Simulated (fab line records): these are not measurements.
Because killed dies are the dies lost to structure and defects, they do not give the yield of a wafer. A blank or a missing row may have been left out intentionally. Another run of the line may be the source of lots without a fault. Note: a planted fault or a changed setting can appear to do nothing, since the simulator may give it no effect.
Which tool was responsible? | flow gf180mcu | Sampling: 13 lots, 39 wafers, 4 of 602 route steps

== WHAT EACH GAUGE READ, for each wafer ==
GF_MVPSD_TW_MEAS_11. Usual: for MVPSD_TW the level is 551 and the standard deviation is 8.1.
lot  | measured    | on            | MVPSD_TW    | flag
L685 | day 4 23:01 | film-metro-03 | 561 559 557 |
L686 | day 5 03:50 | film-metro-01 | 540 543 541 |
L687 | day 5 08:40 | film-metro-04 | 551 550 552 |
L693 | day 7 06:33 | film-metro-01 | 540 539 540 |
L695 | day 7 22:22 | film-metro-03 | 555 556 557 |
L697 | day 8 03:35 | film-metro-01 | 542 539 540 |
L698 | day 8 08:20 | film-metro-04 | 554 555 556 |
L700 | day 8 21:18 | film-metro-04 | 559 561 562 |
L701 | day 9 04:42 | film-metro-01 | 539 537 541 |
L702 | day 9 06:20 | film-metro-03 | 560 559 555 |
L703 | day 9 13:30 | film-metro-03 | 560 559 559 |
L704 | day 9 19:38 | film-metro-03 | 562 560 558 |
L705 | day 9 23:09 | film-metro-03 | 559 563 561 |

== WHICH TOOL RAN EACH LOT (tool, then ch and the chambers of the sampled wafers, then the start) ==
lot  | GF_STI_SOFTBAKE_08               | GF_STI_STRIP_15                     | GF_DNWELL_STRIP_08
L685 | litho-track-01 ch 0, day 1 19:05 | plasma-asher-04 ch 0,1, day 2 01:16 | plasma-asher-03 ch 0,1, day 2 19:24
L686 | litho-track-01 ch 0, day 2 00:32 | plasma-asher-03 ch 0,1, day 2 06:25 | plasma-asher-04 ch 0,1, day 2 23:32
L687 | litho-track-02 ch 0, day 2 05:19 | plasma-asher-02 ch 0,1, day 2 11:44 | plasma-asher-01 ch 0,1, day 3 04:15
L693 | litho-track-01 ch 0, day 3 12:23 | plasma-asher-04 ch 0,1, day 3 18:53 | plasma-asher-01 ch 0,1, day 4 18:42
L695 | litho-track-01 ch 0, day 4 02:29 | plasma-asher-04 ch 0,1, day 4 09:17 | plasma-asher-04 ch 0,1, day 5 08:16
L697 | litho-track-03 ch 0, day 4 10:01 | plasma-asher-03 ch 0,1, day 4 16:47 | plasma-asher-04 ch 0,1, day 5 13:10
L698 | litho-track-02 ch 0, day 4 15:38 | plasma-asher-02 ch 0,1, day 4 21:55 | plasma-asher-01 ch 0,1, day 5 17:23
L700 | litho-track-03 ch 0, day 5 02:12 | plasma-asher-04 ch 0,1, day 5 09:11 | plasma-asher-04 ch 0,1, day 6 05:39
L701 | litho-track-03 ch 0, day 5 07:15 | plasma-asher-04 ch 0, day 5 14:35   | plasma-asher-03 ch 0,1, day 6 11:09
L702 | litho-track-03 ch 0, day 5 09:25 | plasma-asher-04 ch 0,1, day 5 16:50 | plasma-asher-03 ch 0,1, day 6 13:04
L703 | litho-track-03 ch 0, day 5 14:25 | plasma-asher-02 ch 0,1, day 5 22:26 | plasma-asher-03 ch 0,1, day 6 19:16
L704 | litho-track-03 ch 0, day 5 20:12 | plasma-asher-04 ch 0,1, day 6 04:17 | plasma-asher-04 ch 0,1, day 7 00:56
L705 | litho-track-02 ch 0, day 6 01:20 | plasma-asher-04 ch 1, day 6 09:02   | plasma-asher-03 ch 0,1, day 7 05:18
- GF_STI_SOFTBAKE_08: time 60 s.
- GF_STI_STRIP_15: strips in O2/N2.
- GF_DNWELL_STRIP_08: strips in O2/N2.

== AS READ BY THE TOOLS THEMSELVES (means over the sampled wafers that have a number; for cases with no such wafer, the mark the record gives instead) ==
GF_STI_SOFTBAKE_08. Usual: run-length-s at 89.25 s, with a standard deviation of 0.17.
lot  | tool           | run-length-s (s) | flag
L685 | litho-track-01 | 89.41            |
L686 | litho-track-01 | 89.55            |
L687 | litho-track-02 | 88.98            |
L693 | litho-track-01 | 92.09            | OFF
L695 | litho-track-01 | 94.72            | OFF
L697 | litho-track-03 | 89.25            |
L698 | litho-track-02 | 88.97            |
L700 | litho-track-03 | 89.30            |
L701 | litho-track-03 | 89.22            |
L702 | litho-track-03 | 89.26            |
L703 | litho-track-03 | 89.30            |
L704 | litho-track-03 | 89.27            |
L705 | litho-track-02 | 89.09            |

GF_STI_STRIP_15. Usual: drypump-motor-current-A 5.6 A, standard deviation 0.51; heater-power-w 330 W, standard deviation 29; n2-flow-sccm 299.9 sccm, standard deviation 0.78; oes-product-au 0.382 a.u., standard deviation 0.0048; strip-time-to-endpoint-s 3.71 s, standard deviation 0.048.
lot  | tool            | drypump-motor-current-A (A) | heater-power-w (W) | n2-flow-sccm (sccm) | oes-product-au (a.u.) | strip-time-to-endpoint-s (s) | flag
L685 | plasma-asher-04 | 5.2                         | 303                | 299.8               | 0.385                 | 3.74                         |
L686 | plasma-asher-03 | 5.9                         | 335                | 300.4               | 0.382                 | 3.69                         |
L687 | plasma-asher-02 | 6.3                         | 375                | 300.0               | 0.385                 | 3.75                         |
L693 | plasma-asher-04 | 5.2                         | 306                | 299.2               | 0.385                 | 3.75                         |
L695 | plasma-asher-04 | 5.2                         | 302                | 300.2               | 0.379                 | 3.72                         |
L697 | plasma-asher-03 | 5.9                         | 332                | 300.1               | 0.382                 | 3.69                         |
L698 | plasma-asher-02 | 6.3                         | 375                | 300.1               | 0.382                 | 3.77                         |
L700 | plasma-asher-04 | 5.2                         | 300                | 299.7               | 0.379                 | 3.65                         |
L701 | plasma-asher-04 | 5.2                         | 313                | 300.6               | 0.384                 | 3.70                         |
L702 | plasma-asher-04 | 5.2                         | 305                | 300.1               | 0.383                 | 3.70                         |
L703 | plasma-asher-02 | 6.3                         | 369                | 300.3               | 0.382                 | 3.71                         |
L704 | plasma-asher-04 | 5.2                         | 305                | 299.9               | 0.383                 | 3.72                         |
L705 | plasma-asher-04 | 5.2                         | 304                | 299.7               | 0.385                 | 3.71                         |

GF_DNWELL_STRIP_08. Usual: drypump-motor-current-A 5.6 A, standard deviation 0.33; heater-power-w 325 W, standard deviation 25; n2-flow-sccm 300.0 sccm, standard deviation 0.97; oes-product-au 0.722 a.u., standard deviation 0.0044; strip-time-to-endpoint-s 36.98 s, standard deviation 0.099.
lot  | tool            | drypump-motor-current-A (A) | heater-power-w (W) | n2-flow-sccm (sccm) | oes-product-au (a.u.) | strip-time-to-endpoint-s (s) | flag
L685 | plasma-asher-03 | 5.8                         | 331                | 299.9               | 0.721                 | 36.86                        |
L686 | plasma-asher-04 | 5.2                         | 303                | 299.6               | 0.722                 | 36.88                        |
L687 | plasma-asher-01 | 5.9                         | 348                | 300.2               | 0.723                 | 36.82                        |
L693 | plasma-asher-01 | 5.8                         | 317                | 299.1               | 0.723                 | 36.95                        |
L695 | plasma-asher-04 | 5.2                         | 309                | 301.3               | 0.722                 | 36.95                        |
L697 | plasma-asher-04 | 5.2                         | 309                | 299.4               | 0.724                 | 37.12                        |
L698 | plasma-asher-01 | 5.9                         | 338                | 299.8               | 0.723                 | 36.91                        |
L700 | plasma-asher-04 | 5.2                         | 309                | 300.6               | 0.723                 | 36.95                        |
L701 | plasma-asher-03 | 5.8                         | 330                | 299.9               | 0.724                 | 37.05                        |
L702 | plasma-asher-03 | 5.9                         | 343                | 301.0               | 0.718                 | 36.99                        |
L703 | plasma-asher-03 | 5.9                         | 339                | 299.9               | 0.726                 | 37.05                        |
L704 | plasma-asher-04 | 5.2                         | 305                | 299.9               | 0.723                 | 36.97                        |
L705 | plasma-asher-03 | 5.9                         | 337                | 299.7               | 0.720                 | 36.97                        |

== THE ANSWER, worked out from the rows above alone ==
Rule: take the mean of a lot's wafers that have a number; if it is more than 3 standard deviations from the usual mean, the lot is off. A lot without any number at a reading at which 4 lots or more have one is off too. Where the step has rows for the other lots, those lots are counted as sound. Order of review: gauges by route order, followed by the tools' own readings, for which a lot's mean as printed above is used. At the first step where some lot is off, the reading lying furthest off is the one used; lots without a number count as furthest.
Off: L693, L695, at GF_STI_SOFTBAKE_08 (run-length-s).
A tool fits if, at that step or a process step before it, it ran every lot that is off, and no sound lot after the first of them. One fits: GF_STI_SOFTBAKE_08 on litho-track-01. Its last sound lot is L686 (day 2 00:32), its first lot that is off L693 (day 3 12:23): a fault that began between those two fits.
On the lots that are off, the tool's own readings at GF_STI_SOFTBAKE_08 differ by more than 5 times the standard deviation of the sound lots' means, which bears it out; run-length-s reads 93.41 s there versus 89.24 s on the sound lots.

== WHAT THE SIMULATOR HAD INSERTED ==
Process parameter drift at GF_STI_SOFTBAKE_08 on litho-track-01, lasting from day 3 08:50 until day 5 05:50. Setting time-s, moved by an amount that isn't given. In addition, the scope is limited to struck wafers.
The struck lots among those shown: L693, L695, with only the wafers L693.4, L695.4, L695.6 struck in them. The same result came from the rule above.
